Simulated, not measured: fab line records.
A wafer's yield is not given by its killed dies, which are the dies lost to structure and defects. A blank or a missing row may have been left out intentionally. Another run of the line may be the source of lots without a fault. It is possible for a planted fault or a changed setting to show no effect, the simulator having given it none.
The same fault as seen by 2 desks | flow sky130 | what lay behind the numbers comes last; until then each desk has only its own

== FOR THE TOOL OWNER'S DESK: pvd_sputter-02 ==
The tool's own readings at SKY_METAL2_SPUTTER_00 (material Ti, target thk 15 nm, time 10 s): means of the sampled wafers that have a number, for each lot that ran on this tool. The brackets show how far a lot's mean lies from the usual mean; more than 4 standard deviations puts the lot out of limits, marked OUT.
Columns: A = throttle_valve_pct at SKY_METAL2_SPUTTER_00, usual 29.8 %
lot  | first seen here | A
L711 | day 34 00:17    | 28.9
L725 | day 38 17:18    | 29.3
L726 | day 38 20:50    | 29.1
This desk found nothing out of limits on any of the 3 lots.

== AT THE METROLOGY DESK ==
What the gauges read for every lot (on any tool): the sampled wafers with a number, averaged. The brackets show how far a lot's mean lies from the usual mean; more than 4 standard deviations puts the lot out of limits, marked OUT.
Columns: A = VIA1_OVL at SKY_VIA1_OVL_MEAS_13, usual 5 nm; B = VIA1_W_RS at SKY_VIA1_RS_MEAS_22, usual 0.425 ohm/sq; C = VIA1_W_THK at SKY_VIA1_THK_MEAS_23, usual 276 nm
lot  | first seen here | A  | B     | C
L711 | day 33 22:57    | 1  | 0.429 | 271
L718 | day 36 09:47    | 8  | 0.427 | 278
L725 | day 38 15:57    | -3 | 0.419 | 279
L726 | day 38 19:29    | 10 | 0.427 | 273
L732 | day 40 16:05    | 6  | 0.427 | 274
L734 | day 41 10:11    | 4  | 0.423 | 274
This desk found nothing out of limits on any of the 6 lots.

== ALL TOGETHER ==
Nothing out of limits was seen by the tool owner's desk.
From the metrology desk's view, nothing was out of limits.

== WHAT THE SIMULATOR HAD INSERTED ==
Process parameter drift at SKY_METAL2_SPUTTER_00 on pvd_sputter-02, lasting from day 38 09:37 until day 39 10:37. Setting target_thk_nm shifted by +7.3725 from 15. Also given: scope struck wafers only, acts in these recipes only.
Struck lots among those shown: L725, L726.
